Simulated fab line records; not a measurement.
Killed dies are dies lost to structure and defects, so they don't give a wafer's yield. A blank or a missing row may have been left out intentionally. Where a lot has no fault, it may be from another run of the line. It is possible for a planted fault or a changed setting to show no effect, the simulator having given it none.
fab line records	flow sky130
record lots=12	wafers=36	lastDay=50
route steps=708 shown VT_ADJUST_LVTN@117 VT_ADJUST_NCORE@127 POLY_GATE@205 LDD_P@264
lots with no fault: from the same line, run without faults
startH: start of the lot's first displayed wafer, in hours after the record's first day	waitH: hours from the lot's prior step to this one	" same as the row above	L1.1+2: several wafers, shown together as one row	- either no value or no given start	* or withheld: withheld	< > ~ a bound
route shown NAME@n: a module of which the file shows steps, and the number in the route of the first	usual: mean/standard deviation of fault-free wafers	same: alike in all rows	chamber/n: place in a boat	sites: per-site readings	_std_site: the standard deviation of these	_edge_site: the outer-site mean with the inner-site mean subtracted	radiusMm: for every site, how far away it sits from the centre of the wafer	mask NAME#n: copy n	behind: the last tool/chamber to shape the wafer	hold: cause of the lot's hold/its duration in hours/its outcome	device: names the non-switching transistor (n, p or np)	end of line: tests run on the same wafers once the route is complete	where a step has no rows: the recipe by itself	killed: at the first sort, the dies lost to defects and structure; wafer yield is something else	map: shows each die of a wafer: x if killed, . if not, _ if none is there
set.NAME: the setting as run; set.NAME@STEP: as run at that earlier step	model.NAME: the simulator's own value behind a step, which no gauge read
the route's steps for a sample of lots (tables are steps, rows are wafers)
services: a tool's chamber out of use, with start hour (startH, from the record's first day; less than 0 if before it), hours out, and reason
## steps
# step SKY_VT_ADJUST_LVTN_STRIP_20
# recipe chemistry=O2/N2	powerW=1400	pressureMtorr=1500	platenTempC=withheld	o2FlowSccm=3000	n2FlowSccm=300	overashFraction=0.5
# usual drypumpMotorCurrentA=5.83/0.17	oesProductAu=0.716/0.0043	stripTimeToEndpointS=14.17/0.037
lot.wafer	tool	chamber	startH	waitH	drypumpMotorCurrentA	oesProductAu	rfHoursCounterH	stripTimeToEndpointS
L982.1	plasmaAsher-02	1	161.10	0.1	5.57	0.708	34	14.11
L982.4	"	0	"	"	6.01	0.722	-	14.15
L982.6	"	0	"	"	5.98	0.721	-	14.13
L983.3	plasmaAsher-03	1	168.43	0.1	5.62	0.716	-	14.14
L983.5	"	0	"	"	5.99	0.715	-	14.15
L983.6	"	1	"	"	5.64	0.714	-	14.11
L985.1	plasmaAsher-03	1	182.12	0.1	5.67	0.713	51	14.17
L985.4	"	0	"	"	6.00	0.719	-	14.19
L985.5	"	1	"	"	5.64	0.720	-	14.21
L986.1	plasmaAsher-03	0	189.77	0.1	5.98	0.713	52	14.12
L986.2	"	1	"	"	5.61	0.712	52	14.12
L986.6	"	0	"	"	5.97	0.713	-	14.12
L988.1	plasmaAsher-03	0	202.52	0.1	6.00	0.714	53	14.22
L988.5	"	0	"	"	5.99	0.720	-	14.18
L988.6	"	1	"	"	5.65	0.717	-	14.15
L989.1	plasmaAsher-01	1	209.31	0.1	5.93	0.721	9	14.19
L989.3	"	0	"	"	5.93	0.719	-	14.20
L989.5	"	1	"	"	5.93	0.710	-	14.22
L998.4	plasmaAsher-01	1	269.10	0.1	5.91	0.713	-	14.12
L998.5	"	0	"	"	5.92	0.719	-	14.14
L998.6	"	1	"	"	5.89	0.719	-	14.13
L999.4	plasmaAsher-01	1	277.40	0.1	5.91	0.721	-	14.14
L999.5	"	0	"	"	5.92	0.712	-	14.20
L999.6	"	1	"	"	5.94	0.720	-	14.15
L101.1	plasmaAsher-03	0	287.20	0.1	5.97	0.717	61	14.23
L101.5	"	0	"	"	5.96	0.717	-	14.22
L101.6	"	1	"	"	5.60	0.715	-	14.27
L102.1	plasmaAsher-01	1	293.20	0.1	5.93	0.724	17	14.17
L102.2	"	0	"	"	5.92	0.716	17	14.17
L102.5	"	1	"	"	5.94	0.712	-	14.15
L103.2	plasmaAsher-01	0	299.07	0.1	5.92	0.718	17	14.19
L103.3	"	0	"	"	5.91	0.716	-	14.23
L103.4	"	1	"	"	5.90	0.717	-	14.19
L105.2	plasmaAsher-02	0	318.27	0.1	6.00	0.718	48	14.11
L105.3	"	1	"	"	5.59	0.709	-	14.12
L105.6	"	1	"	"	5.59	0.718	-	14.14
# step SKY_VT_ADJUST_NCORE_OVL_MEAS_08
# usual VT_ADJUST_NCORE_OVL=0.7/1.3
lot.wafer	tool	chamber	startH	waitH	VT_ADJUST_NCORE_OVL[nm]
L982.1	overlay-01	-	180.69	0.1	1.6
L982.4	"	-	"	"	1.3
L982.6	"	-	"	"	1.7
L983.3	overlay-01	-	188.77	0.1	-0.3
L983.5	"	-	"	"	1.8
L983.6	"	-	"	"	0.0
L985.1	overlay-02	-	203.94	0.1	-0.2
L985.4	"	-	"	"	0.3
L985.5	"	-	"	"	1.6
L986.1	overlay-02	-	211.11	0.1	-0.1
L986.2	"	-	"	"	0.6
L986.6	"	-	"	"	1.9
L988.1	overlay-01	-	224.14	0.1	1.2
L988.5	"	-	"	"	3.0
L988.6	"	-	"	"	2.1
L989.1	overlay-01	-	231.34	0.1	2.2
L989.3	"	-	"	"	2.0
L989.5	"	-	"	"	1.0
L998.4	overlay-01	-	294.17	0.1	1.4
L998.5	"	-	"	"	1.0
L998.6	"	-	"	"	0.1
L999.4	overlay-02	-	302.21	0.1	0.2
L999.5	"	-	"	"	1.4
L999.6	"	-	"	"	2.2
L101.1	overlay-02	-	313.29	0.1	1.2
L101.5	"	-	"	"	0.4
L101.6	"	-	"	"	0.5
L102.1	overlay-01	-	318.62	0.1	-0.4
L102.2	"	-	"	"	0.0
L102.5	"	-	"	"	1.1
L103.2	overlay-02	-	324.86	0.1	-0.5
L103.3	"	-	"	"	1.5
L103.4	"	-	"	"	-0.2
L105.2	overlay-02	-	344.85	0.1	-1.0
L105.3	"	-	"	"	0.9
L105.6	"	-	"	"	0.1
# step SKY_POLY_GATE_THK_MEAS_01
# recipe reads=poly-Si_of_POLY_GATE_CVD_00
# usual POLY_GATE_CVD_00_THK=180.1/1.9
lot.wafer	tool	chamber	startH	waitH	POLY_GATE_CVD_00_THK[nm]
L982.1	filmMetro-02	-	309.36	0.0	177.3
L982.4	"	-	"	"	176.4
L982.6	"	-	"	"	177.8
L983.3	filmMetro-04	-	318.72	0.0	180.4
L983.5	"	-	"	"	181.1
L983.6	"	-	"	"	180.4
L985.1	filmMetro-03	-	332.27	0.0	179.5
L985.4	"	-	"	"	177.9
L985.5	"	-	"	"	179.7
L986.1	filmMetro-04	-	345.54	0.0	181.0
L986.2	"	-	"	"	180.7
L986.6	"	-	"	"	180.7
L988.1	filmMetro-04	-	360.30	0.0	180.7
L988.5	"	-	"	"	181.1
L988.6	"	-	"	"	180.1
L989.1	filmMetro-03	-	366.67	0.0	179.0
L989.3	"	-	"	"	179.0
L989.5	"	-	"	"	177.3
L998.4	filmMetro-03	-	446.93	0.0	178.4
L998.5	"	-	"	"	178.6
L998.6	"	-	"	"	177.3
L999.4	filmMetro-02	-	458.29	0.0	183.0
L999.5	"	-	"	"	182.5
L999.6	"	-	"	"	181.9
L101.1	filmMetro-02	-	470.64	0.0	183.0
L101.5	"	-	"	"	184.5
L101.6	"	-	"	"	183.5
L102.1	filmMetro-03	-	475.08	0.0	178.0
L102.2	"	-	"	"	178.0
L102.5	"	-	"	"	178.2
L103.2	filmMetro-04	-	487.91	0.0	182.3
L103.3	"	-	"	"	182.3
L103.4	"	-	"	"	181.4
L105.2	filmMetro-02	-	505.55	0.0	182.5
L105.3	"	-	"	"	179.9
L105.6	"	-	"	"	180.7
# step SKY_LDD_P_IMPLANT_09
# recipe species=BF2	energyKev=25	doseCm2=1e+13	tiltDeg=withheld
# usual beamOnS=10.00/0.2	doseIonsCm2=9.999e+12/1.1e+10	faradayCurrentUA=56.4/1.1
lot.wafer	tool	chamber	startH	waitH	beamOnS	doseIonsCm2	faradayCurrentUA
L982.1	implanter-02	0	427.03	0.0	10.36	9.986e+12	54.7
L982.4	"	0	"	"	10.11	9.988e+12	55.8
L982.6	"	0	"	"	9.81	9.971e+12	57.6
L983.3	implanter-01	0	439.98	0.1	9.66	1.0002e+13	58.3
L983.5	"	0	"	"	10.16	1.0022e+13	55.7
L983.6	"	0	"	"	9.69	1.0016e+13	58.2
L985.1	implanter-04	0	459.13	0.0	9.34	9.979e+12	60.0
L985.4	"	0	"	"	9.78	1e+13	57.4
L985.5	"	0	"	"	10.17	1e+13	55.5
L986.1	implanter-02	0	475.62	0.0	9.99	1.0003e+13	56.2
L986.2	"	0	"	"	10.37	9.999e+12	54.0
L986.6	"	0	"	"	10.01	9.997e+12	56.7
L988.1	implanter-02	0	483.22	0.0	9.99	7.927e+12	44.9
L988.5	"	0	"	"	10.12	7.908e+12	44.2
L988.6	"	0	"	"	9.58	7.932e+12	46.5
L989.1	implanter-02	0	494.27	0.0	9.97	7.933e+12	44.9
L989.3	"	0	"	"	10.24	7.925e+12	43.7
L989.5	"	0	"	"	9.79	7.93e+12	45.7
L998.4	implanter-04	0	572.92	0.2	10.12	1.0004e+13	55.6
L998.5	"	0	"	"	9.93	9.998e+12	56.5
L998.6	"	0	"	"	10.06	1.0025e+13	56.2
L999.4	implanter-01	0	584.80	0.1	9.96	9.98e+12	56.6
L999.5	"	0	"	"	9.89	9.984e+12	56.7
L999.6	"	0	"	"	9.97	1.0005e+13	56.8
L101.1	implanter-02	0	596.67	0.0	9.99	1.0001e+13	56.3
L101.5	"	0	"	"	10.27	1.0013e+13	54.9
L101.6	"	0	"	"	10.27	1.0003e+13	55.0
L102.1	implanter-02	0	599.98	0.0	10.00	1.0001e+13	56.4
L102.2	"	0	"	"	9.87	9.996e+12	57.3
L102.5	"	0	"	"	9.87	9.992e+12	57.1
L103.2	implanter-01	0	613.65	0.0	10.00	1.0011e+13	56.1
L103.3	"	0	"	"	10.04	1.0011e+13	56.2
L103.4	"	0	"	"	9.85	1.001e+13	57.3
L105.2	implanter-02	0	632.39	0.0	9.99	9.995e+12	56.4
L105.3	"	0	"	"	9.84	1.0006e+13	57.5
L105.6	"	0	"	"	10.29	9.998e+12	54.8
# step SKY_LDD_P_TW_MEAS_11
# usual LDD_P_TW=636/4.5
lot.wafer	tool	chamber	startH	waitH	LDD_P_TW
L982.1	filmMetro-04	-	427.28	0.1	630
L982.4	"	-	"	"	633
L982.6	"	-	"	"	632
L983.3	filmMetro-01	-	440.20	0.1	643
L983.5	"	-	"	"	643
L983.6	"	-	"	"	641
L985.1	filmMetro-03	-	459.38	0.1	636
L985.4	"	-	"	"	640
L985.5	"	-	"	"	635
L986.1	filmMetro-03	-	475.87	0.1	638
L986.2	"	-	"	"	637
L986.6	"	-	"	"	639
L988.1	filmMetro-01	-	483.47	0.1	591
L988.5	"	-	"	"	593
L988.6	"	-	"	"	596
L989.1	filmMetro-01	-	494.52	0.1	595
L989.3	"	-	"	"	596
L989.5	"	-	"	"	594
L998.4	filmMetro-01	-	573.13	0.1	639
L998.5	"	-	"	"	637
L998.6	"	-	"	"	643
L999.4	filmMetro-04	-	585.00	0.1	633
L999.5	"	-	"	"	632
L999.6	"	-	"	"	629
L101.1	filmMetro-03	-	596.92	0.1	629
L101.5	"	-	"	"	629
L101.6	"	-	"	"	632
L102.1	filmMetro-03	-	600.23	0.1	630
L102.2	"	-	"	"	633
L102.5	"	-	"	"	635
L103.2	filmMetro-03	-	613.88	0.1	637
L103.3	"	-	"	"	633
L103.4	"	-	"	"	636
L105.2	filmMetro-03	-	632.63	0.1	630
L105.3	"	-	"	"	630
L105.6	"	-	"	"	627
## services
tool	chamber	startH	hours	kind
plasmaAsher-01	-	147.56	2.8	pm
plasmaAsher-03	-	166.17	0.8	repair
implanter-01	-	177.97	5.4	repair
implanter-04	-	182.87	1.3	repair
implanter-01	-	198.40	4.2	repair
implanter-04	-	200.21	3.0	pm
implanter-01	-	245.49	2.8	pm
implanter-02	-	253.37	0.8	repair
implanter-04	-	262.54	4.4	repair
plasmaAsher-03	-	277.76	0.3	repair
implanter-02	-	278.65	0.7	repair
implanter-01	-	353.63	0.7	repair
implanter-01	-	356.95	5.0	repair
plasmaAsher-03	-	357.16	0.6	repair
implanter-02	-	376.86	2.0	pm
implanter-02	-	403.15	2.8	repair
implanter-02	-	404.96	1.2	repair
plasmaAsher-01	-	420.99	1.3	repair
plasmaAsher-03	-	421.25	9.0	pm
plasmaAsher-01	-	488.50	1.9	repair
implanter-02	-	569.95	3.3	pm
plasmaAsher-03	-	588.20	2.9	repair
implanter-01	-	595.62	6.2	repair
implanter-02	-	602.05	3.6	repair
## key
firstSign step=SKY_LDD_P_IMPLANT_09	reading=doseIonsCm2	direction=down	sigmas=99+	usual=*	struck=*
effect step=SKY_LDD_P_IMPLANT_09	reading=faradayCurrentUA	direction=down	sigmas=10	usual=56.4	struck=45.0
effect step=SKY_LDD_P_TW_MEAS_11	reading=LDD_P_TW	direction=down	sigmas=9.2	usual=636	struck=594
metAt SKY_LDD_P_IMPLANT_09
struckLots L988,L989
testerLeftOut L988,L989
notActingAt SKY_VT_ADJUST_LVTN_STRIP_20,SKY_VT_ADJUST_NCORE_OVL_MEAS_08,SKY_POLY_GATE_THK_MEAS_01
onsetBetween 475.62 483.22
fault kind=processParameterDrift	tool=implanter-02	chamber=-	onsetH=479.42	steps=SKY_LDD_P_IMPLANT_09	channel=doseCm2	offset=*	shape=step	endH=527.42	actsIn=*	stated=*
# testerLeftOut: of these lots the tester's yield and bins aren't shown, on N5 and GAA mostly nor the transistor test; their killed dies are dies lost to structure and defects alone, not to doping, threshold or leakage, so they don't give the yield
